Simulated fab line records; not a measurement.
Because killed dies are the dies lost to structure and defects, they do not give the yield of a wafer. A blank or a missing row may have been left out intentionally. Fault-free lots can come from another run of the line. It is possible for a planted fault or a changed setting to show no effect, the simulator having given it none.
Comparing a struck lot with a sound one + flow sfq line + 13 out of 325 route steps
Sound: wafers L630.2, L630.3, L630.5. The struck wafers were L635.1, L635.4, L635.6. The cause is named last.
Per side, at each step with rows, come the tool, then ch with its chambers, and then its first start. Under that, the readings that differ: sound wafers + struck wafers + difference of the means + sigmas: that difference in standard deviations of wafers without a fault.
alike: readings whose means differ by less than 2 such deviations, and words and numbers that are the same on both sides. not compared: withheld readings, readings that some wafer has no value for, bounds like >300 that may hide the same value, and numbers for which the record gives no deviation and whose values overlap.
Wherever a step has rows on one side only, a row that says differs or no value, or a row with sigmas, the two part there. Numbers that don't overlap but have no deviation are shown without sigmas and don't part them. A reading missing from all wafers of one side parts the sides only when that side holds two or more wafers.

SFQ_INCOMING_BOW_MEAS_900:
  struck on film metro-01, day 3 07:00; sound on film metro-01, day 2 06:01
  alike: INCOMING_BOW
then, 1 step without rows for these wafers: SFQ_TRILAYER_INCOMING_OXIDATION_002 (target thk 500 nm, ox time 4759 s).
SFQ_TRILAYER_L0_DEP_SPUTTER_003: material MoNx KI, target thk 40 nm, time 100 s.
  struck on pvd sputter-03, day 3 09:29; sound on pvd sputter-04, day 2 08:29
  alike: throttle valve pct
SFQ_L0_RS_MEAS_901: uses a four-point probe to measure.
  struck on film metro-04, day 3 09:34; sound on film metro-04, day 2 08:35
  alike: L0_MONX_KI_RS
SFQ_L0_THK_MEAS_902: measures by xrf.
  struck on film metro-04, day 3 09:41; sound on film metro-04, day 2 08:41
  alike: L0_MONX_KI_THK
then, 6 steps without rows for these wafers: SFQ_TRILAYER_L0_LITHO_COAT_010 (resist thk 62 nm); SFQ_TRILAYER_L0_LITHO_COAT_005 (resist thk 600 nm); SFQ_TRILAYER_L0_LITHO_SOFTBAKE_009; SFQ_TRILAYER_L0_LITHO_EXPOSE_006 (exposes mask L0, target cd 2000 nm); SFQ_TRILAYER_L0_LITHO_PEB_008 (peb time 60 s); SFQ_TRILAYER_L0_LITHO_DEVELOP_007 (time 60 s).
-- the record jumps here: 3 days lie between the struck wafers' starts before and after --
SFQ_TRILAYER_L0_BARC_OPEN_METAL_ETCH_010: etches BARC in O2, target depth 125 nm, time 40.12 s.
  sound on rie metal-04 ch 1, day 5 23:14; struck on rie metal-02 ch 0, day 6 17:14
| reading    | sound             | struck            | difference | sigmas |
|------------|-------------------|-------------------|------------|--------|
| bias w (W) | 79.79 79.88 79.72 | 77.34 77.16 77.05 | -2.61      | -11    |
  alike: drypump motor current A, he backside leak sccm, oes product au
  not compared: rf hours counter h
SFQ_TRILAYER_L0_ETCH_METAL_ETCH_008: etches MoNx KI in SF6/O2, stops on SiO2, target depth 50 nm, time 25 s.
  sound on rie metal-04 ch 1, day 5 23:18; struck on rie metal-02 ch 0, day 6 17:18
  alike: bias w, drypump motor current A, he backside leak sccm, oes product au
  not compared: rf hours counter h

WHERE THEY PART
Within this record, at SFQ_TRILAYER_L0_BARC_OPEN_METAL_ETCH_010 only. Later steps at which nothing parts them and some readings are alike: SFQ_TRILAYER_L0_ETCH_METAL_ETCH_008.

WHY: whatever the simulator had introduced
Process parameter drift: rie metal-02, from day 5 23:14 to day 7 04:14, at SFQ_TRILAYER_L0_BARC_OPEN_METAL_ETCH_010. Setting bias w shifted by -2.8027 from 80. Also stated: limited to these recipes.
